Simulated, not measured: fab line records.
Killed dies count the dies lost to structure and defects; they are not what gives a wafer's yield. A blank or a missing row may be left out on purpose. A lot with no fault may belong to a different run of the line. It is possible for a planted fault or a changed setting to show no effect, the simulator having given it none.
Which tool did it? | flow sky130 | 6 lots with 18 wafers sampled at 2 steps, on a route of 708 steps

WHAT EACH GAUGE READ, for each wafer
SKY_FIELD_ISO_CD_MEAS_13: target cd 150 nm.
lot  | measured    | on        | cd_nm (nm)
L604 | day 2 23:59 | cd_sem-02 | 148.5 149.4 147.2
L610 | day 4 07:51 | cd_sem-02 | 152.1 151.2 150.1
L614 | day 4 23:07 | cd_sem-01 | 150.3 150.0 150.1
L617 | day 5 19:28 | cd_sem-01 | 150.8 151.1 150.5
L619 | day 6 02:45 | cd_sem-01 | 149.9 149.8 149.0
L624 | day 7 05:26 | cd_sem-01 | 147.2 147.5 149.4

EACH LOT AND THE TOOL THAT RAN IT (in order: tool; ch and the chambers of the sampled wafers; start)
lot  | SKY_FIELD_ISO_COAT_07
L604 | litho_track-02 ch 0, day 2 15:16
L610 | litho_track-02 ch 0, day 3 22:43
L614 | litho_track-01 ch 0, day 4 14:36
L617 | litho_track-01 ch 0, day 5 09:25
L619 | litho_track-04 ch 0, day 5 17:29
L624 | litho_track-02 ch 0, day 6 19:29
- SKY_FIELD_ISO_COAT_07: resist thk 60 nm.

THE ANSWER, worked out from the rows above alone
Rule: the lots themselves supply what counts as usual. The widest of any qualifying gaps counts: lots, ordered by their means at a reading, are off when they make up no more than a third of the lots, leave a main group of 4 or more, and stand apart from it by 3 or more times the standard deviation of that group's means. The tables above print the reading to a certain number of digits; a main group whose means all agree to those digits is not used. A lot without any number at a reading at which 4 lots or more have one is off too. All remaining lots with rows at the step are treated as sound.
Nothing can be told from this: no lot is off at any reading shown.

WHAT THE SIMULATOR PUT IN
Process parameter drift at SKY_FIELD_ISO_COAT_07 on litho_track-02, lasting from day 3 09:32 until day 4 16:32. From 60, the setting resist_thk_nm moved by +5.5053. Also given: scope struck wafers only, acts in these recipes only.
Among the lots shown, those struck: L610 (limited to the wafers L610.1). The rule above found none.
